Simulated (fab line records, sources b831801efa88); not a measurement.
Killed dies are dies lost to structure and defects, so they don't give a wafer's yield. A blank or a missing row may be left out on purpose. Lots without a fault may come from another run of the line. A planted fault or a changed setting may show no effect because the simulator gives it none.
fab line records | flow sfq_line
record lots=6 wafers=18 last_day=94
route steps=325 shown M3@122 I3@133
lots that met no fault: from a run of the same line without faults
start_h: hours from the record's first day to the start of the lot's first wafer shown | wait_h: hours since the lot's step before | " the same as in the row above | L1.1+2: a row that stands for several wafers | - no value, or no start given | * or withheld: withheld | < > ~ a bound
route shown NAME@n: a module of which the file shows steps, and the number in the route of the first | usual: mean/standard deviation of fault-free wafers | same: alike in all rows | chamber/n: place in a boat | sites: the reading at each site | _std_site: their standard deviation | _edge_site: outer sites' mean less inner sites' | radius_mm: how far each site lies from the wafer's centre | mask NAME#n: copy n | behind: the tool/chamber that last shaped the wafer | hold: why the lot was held/for how many hours/how that ended | device: the transistor (n, p or np) that didn't switch | end of line: the same wafers' tests at the end of the route | a step without rows: its recipe alone | killed: dies lost to structure and defects at the first sort, not the wafer's yield | map: a wafer's dies, x killed, . not, _ none there
set.NAME: the setting as run; set.NAME@STEP: as run at that earlier step | model.NAME: the simulator's own value behind a step, which no gauge read
lots at some steps of the route; a table a step, a row a wafer
services: from which hour (start_h, from the record's first day; less than 0 if before it) a tool's chamber was out of use, for how many hours, and why
## steps
# step SFQ_TRILAYER_M3_LITHO_COAT_080
# recipe resist=BARC spin_rpm=3000 resist_thk_nm=62
# step SFQ_TRILAYER_M3_LITHO_COAT_075
# recipe resist=KrF spin_rpm=3000 resist_thk_nm=600
# step SFQ_TRILAYER_M3_LITHO_SOFTBAKE_079
# recipe temp_c=withheld time_s=withheld resist=KrF
# step SFQ_TRILAYER_M3_LITHO_EXPOSE_076
# recipe mask_id=M3 na=0.6 source_shape=conventional sigma_outer=0.65 target_cd_nm=500 dose_mj=14.4
# step SFQ_TRILAYER_M3_LITHO_PEB_078
# recipe peb_temp_c=115 peb_time_s=60 resist=KrF
# step SFQ_TRILAYER_M3_LITHO_DEVELOP_077
# recipe time_s=60 resist=KrF
# step SFQ_M3_OVL_MEAS_921
# usual M3_OVL=1/6.4
# columns lot.wafer tool chamber start_h wait_h M3_OVL[nm]
L467.2 overlay-02 - 995.49 0.1 9
L467.3 " - " " 8
L467.5 " - " " 9
L468.1 overlay-02 - 997.89 0.1 -2
L468.2 " - " " 6
L468.6 " - " " 3
L474.2 overlay-02 - 1012.67 0.1 0
L474.4 " - " " -3
L474.6 " - " " -1
L477.2 overlay-02 - 1018.39 0.1 0
L477.5 " - " " 3
L477.6 " - " " 3
L482.2 overlay-02 - 1025.59 0.1 2
L482.3 " - " " -4
L482.4 " - " " 2
L484.1 overlay-02 - 1029.19 0.1 -2
L484.3 " - " " -2
L484.5 " - " " -9
# step SFQ_TRILAYER_M3_BARC_OPEN_METAL_ETCH_100
# recipe mask_material=PR chemistry=O2 target_depth_nm=125 target=BARC icp_w=600 bias_w=80 pressure_mtorr=10 time_s=41.7
# usual drypump_motor_current_A=5.50/0.25 he_backside_leak_sccm=3.31/0.11 oes_product_au=0.685/0.0046
# columns lot.wafer tool chamber start_h wait_h drypump_motor_current_A he_backside_leak_sccm oes_product_au rf_hours_counter_h
L467.2 rie_metal-01 1 995.52 0.0 5.43 3.23 0.691 7
L467.3 " 0 " " 5.89 3.45 0.689 -
L467.5 " 1 " " 5.44 3.23 0.691 -
L468.1 rie_metal-01 1 997.92 0.0 5.45 3.44 0.689 8
L468.2 " 0 " " 5.86 3.19 0.677 134
L468.6 " 1 " " 5.46 3.42 0.689 -
L474.2 rie_metal-01 1 1012.87 0.2 5.45 3.33 0.692 -
L474.4 " 1 " " 5.46 3.28 0.685 -
L474.6 " 1 " " 5.44 3.36 0.686 -
L477.2 rie_metal-03 1 1018.42 0.0 5.30 3.24 0.695 110
L477.5 " 1 " " 5.30 3.25 0.683 -
L477.6 " 0 " " 5.36 3.34 0.689 -
L482.2 rie_metal-03 1 1025.62 0.0 5.29 3.22 0.688 112
L482.3 " 0 " " 5.36 3.30 0.688 -
L482.4 " 1 " " 5.29 3.29 0.696 -
L484.1 rie_metal-03 0 1029.22 0.0 5.38 3.15 0.681 95
L484.3 " 1 " " 5.29 3.25 0.683 -
L484.5 " 1 " " 5.28 3.37 0.687 -
# step SFQ_TRILAYER_M3_ETCH_METAL_ETCH_078
# recipe target=Nb stop_on=SiO2 mask_material=PR chemistry=Cl2/Ar target_depth_nm=240 icp_w=600 bias_w=80 pressure_mtorr=10 time_s=120
# usual drypump_motor_current_A=5.50/0.24 he_backside_leak_sccm=3.33/0.17 oes_product_au=0.893/0.0069
# columns lot.wafer tool chamber start_h wait_h drypump_motor_current_A he_backside_leak_sccm oes_product_au rf_hours_counter_h
L467.2 rie_metal-01 1 995.58 0.0 5.43 3.27 0.884 7
L467.3 " 0 " " 5.86 3.37 0.891 -
L467.5 " 1 " " 5.45 3.29 0.897 -
L468.1 rie_metal-01 1 997.98 0.0 5.45 3.38 0.884 8
L468.2 " 0 " " 5.85 3.30 0.897 134
L468.6 " 1 " " 5.45 3.30 0.896 -
L474.2 rie_metal-01 1 1013.01 0.1 5.44 3.37 0.891 -
L474.4 " 1 " " 5.45 3.33 0.899 -
L474.6 " 1 " " 5.45 3.48 0.893 -
L477.2 rie_metal-03 1 1018.48 0.0 5.30 3.18 0.900 110
L477.5 " 1 " " 5.29 3.07 0.890 -
L477.6 " 0 " " 5.38 3.24 0.889 -
L482.2 rie_metal-03 1 1025.68 0.0 5.31 3.29 0.892 112
L482.3 " 0 " " 5.39 3.41 0.885 -
L482.4 " 1 " " 5.32 3.25 0.888 -
L484.1 rie_metal-03 0 1029.28 0.0 5.37 3.32 0.876 95
L484.3 " 1 " " 5.30 3.36 0.884 -
L484.5 " 1 " " 5.32 3.30 0.885 -
# step SFQ_TRILAYER_M3_STRIP_STRIP_079
# recipe gas=O2 power_w=200 platen_temp_c=40 overash_fraction=0.65 chemistry=O2 pressure_mtorr=50
# usual drypump_motor_current_A=5.50/0.25 he_backside_leak_sccm=3.35/0.24 oes_product_au=1.008/0.0076 platen_temp_c=39.99/0.11
# columns lot.wafer tool chamber start_h wait_h drypump_motor_current_A he_backside_leak_sccm oes_product_au platen_temp_c rf_hours_counter_h
L467.2 rie_metal-01 1 995.71 0.1 5.44 3.36 1.020 39.88 7
L467.3 " 0 " " 5.84 3.10 1.011 39.92 -
L467.5 " 1 " " 5.47 3.36 1.008 39.89 -
L468.1 rie_metal-01 1 998.11 0.1 5.45 3.34 0.995 39.98 8
L468.2 " 0 " " 5.90 3.31 0.999 40.28 134
L468.6 " 1 " " 5.42 3.28 1.006 39.88 -
L474.2 rie_metal-01 1 1013.42 0.4 5.45 3.38 1.000 40.05 -
L474.4 " 1 " " 5.47 3.36 1.008 40.14 -
L474.6 " 1 " " 5.45 3.40 1.014 39.86 -
L477.2 rie_metal-03 1 1018.61 0.1 5.30 3.29 0.999 40.03 110
L477.5 " 1 " " 5.29 6.01 1.007 40.08 -
L477.6 " 0 " " 5.40 3.41 1.001 39.89 -
L482.2 rie_metal-03 1 1025.81 0.1 5.29 3.25 1.002 39.99 113
L482.3 " 0 " " 5.36 3.14 1.007 40.09 -
L482.4 " 1 " " 5.29 3.29 1.000 39.75 -
L484.1 rie_metal-03 0 1029.41 0.1 5.35 3.24 1.023 39.85 95
L484.3 " 1 " " 5.31 3.40 1.027 40.06 -
L484.5 " 1 " " 5.30 3.37 1.016 39.99 -
# step SFQ_TRILAYER_M3_STRIP_SOLV_CLEAN_080
# recipe chemistry=NMP temp_c=70 time_s=600
# step SFQ_TRILAYER_I3_DEP_PECVD_081
# recipe material=SiO2 temp_c=150 time_s=111.11 pressure_torr=2.4 rf_w=183.3 precursor=SiH4/N2O target_thk_nm=500
# usual heater_power_w=76/18 rf_fwd_power_W=182.3/0.58 showerhead_vpp_V=841/26 throttle_valve_pct=24.5/1
# columns lot.wafer tool chamber start_h wait_h heater_power_w rf_fwd_power_W showerhead_vpp_V throttle_valve_pct model.SiO2_of_TRILAYER_I3_DEP_PECVD_081.thk_nm
L467.2 pecvd-02 1 996.48 0.0 79 181.1 796 25.7 508
L467.3 " 2 " " 96 182.3 862 25.1 496
L467.5 " 0 " " 43 181.9 856 25.5 510.8
L468.1 pecvd-04 1 998.88 0.0 87 183.0 822 24.5 497.3
L468.2 " 0 " " 88 182.2 817 25.0 498.3
L468.6 " 2 " " 71 182.6 862 25.0 503
L474.2 pecvd-04 1 1014.59 0.0 68 256.0 973 24.3 549.7
L474.4 " 2 " " 45 255.2 1020 24.9 552.4
L474.6 " 1 " " 70 256.0 962 24.5 549
L477.2 pecvd-04 0 1019.40 0.0 54 254.9 973 25.1 548.7
L477.5 " 1 " " 60 255.5 975 24.6 552.7
L477.6 " 0 " " 58 255.4 979 24.8 550.1
L482.2 pecvd-02 2 1026.60 0.0 91 182.1 868 25.1 498.7
L482.3 " 0 " " 47 183.7 858 25.6 501.2
L482.4 " 1 " " 84 182.0 805 25.6 508.8
L484.1 pecvd-03 1 1030.20 0.0 95 182.5 823 22.7 495.9
L484.3 " 2 " " 41 183.4 855 23.5 495.3
L484.5 " 0 " " 97 182.4 819 23.1 492.1
# step SFQ_TRILAYER_I3_CMP_CMP_082
# recipe material=SiO2 down_force_psi=3 platen_rpm=60 pad_velocity_m_s=0.94248
# usual motor_current_A=10.1/1 platen_rpm=60.00/0.04 time_to_endpoint_s=213/8.5
# columns lot.wafer tool chamber start_h wait_h motor_current_A platen_rpm time_to_endpoint_s
L467.2 cmp-02 3 1055.93 59.4 11.7 59.97 221
L467.3 " 0 " " 10.1 59.88 218
L467.5 " 2 1057.43 60.9 8.9 59.96 224
L468.2 cmp-01 3 1057.13 58.2 9.1 59.99 210
L468.1 " 2 1058.63 59.7 10.2 60.03 202
L468.6 " 3 " " 8.7 60.00 214
L474.4 cmp-01 1 1069.13 54.5 11.0 60.03 250
L474.2 " 0 1070.63 56.0 9.9 59.99 245
L474.6 " 2 1071.63 57.0 10.1 60.04 237
L477.2 cmp-02 2 1076.57 57.1 8.7 60.03 260
L477.5 " 3 " " 11.3 59.96 250
L477.6 " 0 " " 10.0 60.01 256
L482.4 cmp-01 1 1081.13 54.5 10.8 60.04 219
L482.2 " 2 " " 10.2 59.94 205
L482.3 " 3 " " 9.3 60.02 212
L484.1 cmp-01 2 1084.63 54.4 10.3 60.04 194
L484.3 " 3 " " 9.1 59.99 209
L484.5 " 1 1086.13 55.9 10.9 59.96 203
# step SFQ_I3_BOW_MEAS_922
# recipe mode=bow
# usual I3_BOW=4/9.9
# columns lot.wafer tool chamber start_h wait_h I3_BOW[um]
L467.2 film_metro-02 - 1058.45 2.0 3
L467.3 " - " " 11
L467.5 " - " " 6
L468.1 film_metro-01 - 1060.13 1.0 3
L468.2 " - " " -4
L468.6 " - " " 2
L474.2 film_metro-02 - 1072.15 1.0 -6
L474.4 " - " " -1
L474.6 " - " " 10
L477.2 film_metro-02 - 1078.09 1.0 8
L477.5 " - " " 0
L477.6 " - " " 8
L482.2 film_metro-01 - 1084.15 2.0 0
L482.3 " - " " 9
L482.4 " - " " 22
L484.1 film_metro-04 - 1087.13 2.0 9
L484.3 " - " " -3
L484.5 " - " " 7
## services
# columns tool chamber start_h hours kind
cmp-01 - 979.33 5.3 pm
pecvd-03 - 982.55 0.7 repair
pecvd-02 - 985.38 6.0 pm
pecvd-04 - 988.45 2.4 repair
cmp-01 - 1002.04 1.1 repair
rie_metal-01 0 1011.34 - clean
rie_metal-01 0 1011.34 24.2 scheduled_down
rie_metal-01 0 1011.34 24.2 vent_cycle
pecvd-03 1 1017.67 5.9 repair
rie_metal-01 - 1018.91 0.2 repair
pecvd-02 - 1057.67 1.7 repair
pecvd-02 - 1063.56 0.8 pm
cmp-02 - 1064.43 7.6 pm
pecvd-03 - 1077.39 2.1 repair
## key
first_sign step=SFQ_TRILAYER_I3_DEP_PECVD_081 reading=rf_fwd_power_W direction=up sigmas=99+ usual=182.3 struck=255.5
effect step=SFQ_TRILAYER_I3_DEP_PECVD_081 reading=showerhead_vpp_V direction=up sigmas=5.4 usual=841 struck=980
effect step=SFQ_TRILAYER_I3_CMP_CMP_082 reading=time_to_endpoint_s direction=up sigmas=4.3 usual=* struck=*
model_effect step=SFQ_TRILAYER_I3_DEP_PECVD_081 value=SiO2_of_TRILAYER_I3_DEP_PECVD_081.thk_nm without=497.2 struck=550.5
met_at SFQ_TRILAYER_I3_DEP_PECVD_081
struck_wafers L474.2,L474.4,L474.6,L477.2,L477.5,L477.6
onset_between 998.88 1014.59
fault kind=process_parameter_drift tool=pecvd-04 chamber=- onset_h=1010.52 steps=SFQ_TRILAYER_I3_DEP_PECVD_081 channel=rf_w offset=73.32 shape=step end_h=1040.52 acts_in=these_recipes_only stated=183.3
